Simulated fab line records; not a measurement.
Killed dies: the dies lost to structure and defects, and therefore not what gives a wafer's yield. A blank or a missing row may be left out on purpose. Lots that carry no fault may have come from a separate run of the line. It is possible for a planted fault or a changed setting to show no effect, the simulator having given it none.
What tool caused it?	flow sky130	12 lots with 36 wafers sampled at 5 steps, on a route of 708 steps

WHAT THE GAUGES READ, wafer by wafer
The record holds no reading of a measuring or inspecting step that can be judged against a usual standard deviation.

EACH LOT AND THE TOOL THAT RAN IT (in order: tool; ch and the chambers of the sampled wafers; start)
lot	SKY_METAL3_SPUTTER_00	SKY_CAP2M_STRIP_14	SKY_METAL5_SPUTTER_01	SKY_METAL5_DESCUM_14	SKY_PAD_OPEN_PROBE_99
L705	pvd_sputter-02, day 36 07:11	plasma_asher-04 ch 0,1, day 40 17:54	pvd_sputter-01, day 42 20:11	rie_metal-02 ch 0,1, day 43 19:08	-
L707	pvd_sputter-03, day 37 01:58	plasma_asher-04 ch 0,1, day 41 09:28	pvd_sputter-02, day 43 10:53	rie_metal-02 ch 0,1, day 44 09:18	-
L714	pvd_sputter-03, day 38 23:08	plasma_asher-03 ch 0,1, day 43 04:20	pvd_sputter-02, day 45 04:57	rie_metal-01 ch 0,1, day 46 02:14	prober-01, day 47 21:39
L716	pvd_sputter-03, day 39 18:43	plasma_asher-04 ch 0,1, day 43 22:53	pvd_sputter-04, day 45 21:41	rie_metal-02 ch 0,1, day 46 18:16	prober-01, day 48 12:31
L718	pvd_sputter-04, day 40 08:23	plasma_asher-04 ch 0,1, day 44 09:56	pvd_sputter-02, day 46 09:07	rie_metal-04 ch 0,1, day 47 05:26	prober-01, day 48 23:55
L720	pvd_sputter-02, day 40 19:34	plasma_asher-02 ch 0,1, day 44 20:20	pvd_sputter-04, day 46 17:20	rie_metal-01 ch 0,1, day 47 13:22	prober-01, day 49 06:19
L721	pvd_sputter-04, day 41 05:31	plasma_asher-04 ch 0,1, day 45 05:44	pvd_sputter-01, day 47 02:56	rie_metal-04 ch 0,1, day 47 21:45	prober-02, day 49 12:46
L722	pvd_sputter-04, day 41 13:46	plasma_asher-02 ch 0,1, day 45 12:09	pvd_sputter-01, day 47 08:54	rie_metal-01 ch 1, day 48 03:52	prober-01, day 49 18:41
L725	pvd_sputter-02, day 42 05:07	plasma_asher-02 ch 0, day 46 03:37	pvd_sputter-02, day 47 23:05	rie_metal-04 ch 0, day 48 18:20	prober-01, day 50 07:58
L726	pvd_sputter-02, day 42 05:47	plasma_asher-03 ch 0,1, day 46 02:30	pvd_sputter-04, day 47 21:04	rie_metal-02 ch 0,1, day 48 15:40	-
L727	pvd_sputter-03, day 42 13:01	plasma_asher-02 ch 0, day 46 10:13	pvd_sputter-01, day 48 05:31	rie_metal-01 ch 0,1, day 49 00:20	-
L728	pvd_sputter-04, day 42 17:39	plasma_asher-03 ch 0,1, day 46 12:50	pvd_sputter-04, day 48 07:19	rie_metal-01 ch 0,1, day 49 02:02	-
- SKY_METAL3_SPUTTER_00: material Ti, target thk 15 nm, time 10 s.
- SKY_CAP2M_STRIP_14: strips in O2/N2.
- SKY_METAL5_SPUTTER_01: material TiN, target thk 20 nm, time 16.7 s.
- SKY_METAL5_DESCUM_14: chemistry O2, time 11 s.
- SKY_PAD_OPEN_PROBE_99

AS READ BY THE TOOLS THEMSELVES (means over the sampled wafers that have a number; for cases with no such wafer, the mark the record gives instead)
SKY_METAL3_SPUTTER_00. Usual: 30.0 % for throttle_valve_pct, sd 1.
lot	tool	throttle_valve_pct (%)	flag
L705	pvd_sputter-02	30.6	
L707	pvd_sputter-03	29.1	
L714	pvd_sputter-03	29.5	
L716	pvd_sputter-03	30.0	
L718	pvd_sputter-04	29.5	
L720	pvd_sputter-02	30.4	
L721	pvd_sputter-04	29.1	
L722	pvd_sputter-04	29.9	
L725	pvd_sputter-02	30.4	
L726	pvd_sputter-02	30.8	
L727	pvd_sputter-03	30.1	
L728	pvd_sputter-04	31.1	

SKY_CAP2M_STRIP_14. Usual: chamber_pressure_mTorr 1500.0 mTorr, standard deviation 1.5; drypump_motor_current_A 5.2 A, standard deviation 0.4; oes_product_au 0.710 a.u., standard deviation 0.0047; strip_time_to_endpoint_s 12.67 s, standard deviation 0.051.
lot	tool	chamber_pressure_mTorr (mTorr)	drypump_motor_current_A (A)	oes_product_au (a.u.)	strip_time_to_endpoint_s (s)	flag
L705	plasma_asher-04	1498.8	5.4	0.712	12.70	
L707	plasma_asher-04	1500.2	5.4	0.711	12.74	
L714	plasma_asher-03	1500.0	5.4	0.710	12.64	
L716	plasma_asher-04	1501.9	5.3	0.709	12.59	
L718	plasma_asher-04	1498.5	5.3	0.714	12.71	
L720	plasma_asher-02	1501.2	4.8	0.712	12.63	
L721	plasma_asher-04	1499.1	5.3	0.708	12.69	
L722	plasma_asher-02	1501.0	4.9	0.712	12.70	
L725	plasma_asher-02	1499.7	4.8	0.710	12.65	
L726	plasma_asher-03	1498.8	5.7	0.708	12.67	
L727	plasma_asher-02	1500.3	4.8	0.710	12.68	
L728	plasma_asher-03	1501.3	5.4	0.711	12.61	

SKY_METAL5_SPUTTER_01. Usual: 30.0 % for throttle_valve_pct, sd 1.2.
lot	tool	throttle_valve_pct (%)	flag
L705	pvd_sputter-01	29.4	
L707	pvd_sputter-02	30.3	
L714	pvd_sputter-02	30.6	
L716	pvd_sputter-04	30.2	
L718	pvd_sputter-02	30.4	
L720	pvd_sputter-04	30.6	
L721	pvd_sputter-01	29.1	
L722	pvd_sputter-01	29.0	
L725	pvd_sputter-02	30.3	
L726	pvd_sputter-04	30.4	
L727	pvd_sputter-01	29.8	
L728	pvd_sputter-04	30.6	

SKY_METAL5_DESCUM_14. Usual: chamber_pressure_mTorr 10.000 mTorr, standard deviation 0.0082; drypump_motor_current_A 5.7 A, standard deviation 0.53; oes_product_au 0.998 a.u., standard deviation 0.0084.
lot	tool	chamber_pressure_mTorr (mTorr)	drypump_motor_current_A (A)	oes_product_au (a.u.)	flag
L705	rie_metal-02	10.006	5.4	0.983	
L707	rie_metal-02	10.009	5.4	0.989	
L714	rie_metal-01	9.998	5.5	0.994	
L716	rie_metal-02	10.000	5.4	0.996	
L718	rie_metal-04	10.005	6.3	0.996	
L720	rie_metal-01	9.997	5.5	1.003	
L721	rie_metal-04	9.997	6.3	1.005	
L722	rie_metal-01	10.011	5.7	1.004	
L725	rie_metal-04	10.001	6.5	1.009	
L726	rie_metal-02	10.001	5.6	0.995	
L727	rie_metal-01	10.000	5.2	1.004	
L728	rie_metal-01	10.006	5.2	1.002	

SKY_PAD_OPEN_PROBE_99. Usual: defect_limited_yield 82.4 %, standard deviation 1.9; killed_at_M0_to_M3 43, standard deviation 7.5; killed_at_M4_up 3.3, standard deviation 1.9; killed_at_contacts 24, standard deviation 4.6; killed_at_front_end 16, standard deviation 4.9; killed_at_other 0.2, standard deviation 0.46; killed_dies 87, standard deviation 9.1; killed_open 47, standard deviation 7.4; killed_short 39, standard deviation 6.6; sort_bin_3_pad_short 0.9 %, standard deviation 0.43; sort_bin_5_function 10.3 %, standard deviation 1.4; sort_bin_6_memory 6.4 %, standard deviation 1.1; sort_n_pass 405, standard deviation 9.1; sort_yield_pct 82.4 %, standard deviation 1.9.
lot	tool	defect_limited_yield (%)	killed_at_M0_to_M3	killed_at_M4_up	killed_at_contacts	killed_at_front_end	killed_at_other	killed_dies	killed_open	killed_short	sort_bin_3_pad_short (%)	sort_bin_5_function (%)	sort_bin_6_memory (%)	sort_n_pass	sort_yield_pct (%)	flag
L714	prober-01	70.4	97	2.7	27	19	0.7	146	48	38	4.8	17.8	7.0	346	70.4	OFF
L716	prober-01	70.0	107	2.7	24	13	0.0	147	43	36	5.6	16.8	7.5	345	70.0	OFF
L718	prober-01	81.3	50	3.5	26	12	1.0	92	49	42	1.1	11.6	6.0	400	81.3	
L720	prober-01	82.2	44	4.0	25	14	0.7	87	52	35	1.0	10.0	6.8	405	82.2	
L721	prober-02	80.0	53	1.0	28	16	0.0	98	55	43	0.9	12.1	6.9	394	80.0	
L722	prober-01	82.8	50	2.3	20	13	0.0	85	48	37	0.7	10.4	6.1	407	82.8	
L725	prober-01	82.8	39	2.0	24	19	0.0	85	46	38	0.8	10.0	6.4	407	82.8	

THE ANSWER, worked out from the rows above alone
Rule: take the mean of a lot's wafers that have a number; if it is more than 3 standard deviations from the usual mean, the lot is off. Also off: a lot with no number at a reading for which 4 or more lots have one. Any other lot the step has rows for is counted as sound. The gauges are gone through in route order, then the tools' own readings, and for those a lot's mean is taken as printed above. The first step at which some lot is off is used, and at that step the reading that is off furthest; a lot without a number counts as furthest.
Off: L714, L716, at SKY_PAD_OPEN_PROBE_99 (sort_bin_3_pad_short). Neither off nor sound, because the step has no rows for them: L705, L707, L726, L727, L728.
If a tool, at that step or one of the process steps before it, ran each lot that is off and ran no sound lot following the first of them, it fits. One fits: SKY_METAL3_SPUTTER_00 on pvd_sputter-03. It ran no sound lot before its first lot that is off in this sample, so the start can't be narrowed down.

WHAT WAS PUT IN BY THE SIMULATOR
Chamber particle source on pvd_sputter-03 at SKY_METAL3_SPUTTER_00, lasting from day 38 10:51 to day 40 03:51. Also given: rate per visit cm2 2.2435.
Shown lots that were struck: L714, L716. The rule above found the same.
